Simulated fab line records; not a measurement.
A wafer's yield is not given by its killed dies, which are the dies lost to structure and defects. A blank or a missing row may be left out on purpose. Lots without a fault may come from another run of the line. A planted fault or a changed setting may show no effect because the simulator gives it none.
Matching of chambers | flow sky130 | SKY_FIELD_ISO_CMP_27 on cmp-02 has 4 sister chambers
The step polishes, stops on Si3N4, t overpolish 16 s, target thk 457.8 nm. 4 wafers are shown with their chamber, then 9 later ones without.

EACH WAFER AND ITS CHAMBER
wafer  | chamber | motor current A (A)
L078.2 | 1       | 9.6
L085.3 | 3       | 12.3
L085.4 | 0       | 13.5
L085.6 | 2       | 12.2

WAFERS MISSING THEIR CHAMBER
wafer  | motor current A (A)
L086.4 | 13.0
L086.5 | 12.0
L086.6 | 9.5
L090.3 | 9.3
L090.4 | 12.6
L090.5 | 9.9
L091.1 | 12.3
L091.3 | 9.2
L091.6 | 9.4

WHICH CHAMBER EACH WENT THROUGH
wafer  | from the rows above          | in truth
L086.4 | can't be placed: 0 or 3 or 2 | 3
L086.5 | can't be placed: 2 or 3      | 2
L086.6 | 1                            | 1
L090.3 | 1                            | 1
L090.4 | can't be placed: 3 or 2      | 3
L090.5 | 1                            | 1
L091.1 | can't be placed: 3 or 2      | 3
L091.3 | 1                            | 1
L091.6 | 1                            | 1
Placed correctly: 5 of 9. Can't be placed from these rows: 4 (the true chamber is among the candidates in 4). Wrongly placed: 0.
How it was worked out, from the rows above alone: a wafer's distance from a chamber is the root of the sum, over the readings, of the square of ((its reading less the chamber's mean) divided by the reading's scatter). The wafer belongs to the nearest chamber; if the next one is less than 2 further off, it can't be placed. A chamber's mean is the mean of its shown wafers. The scatter: root of mean squared gap, hidden wafer to nearest shown wafer, with one shown wafer a chamber.
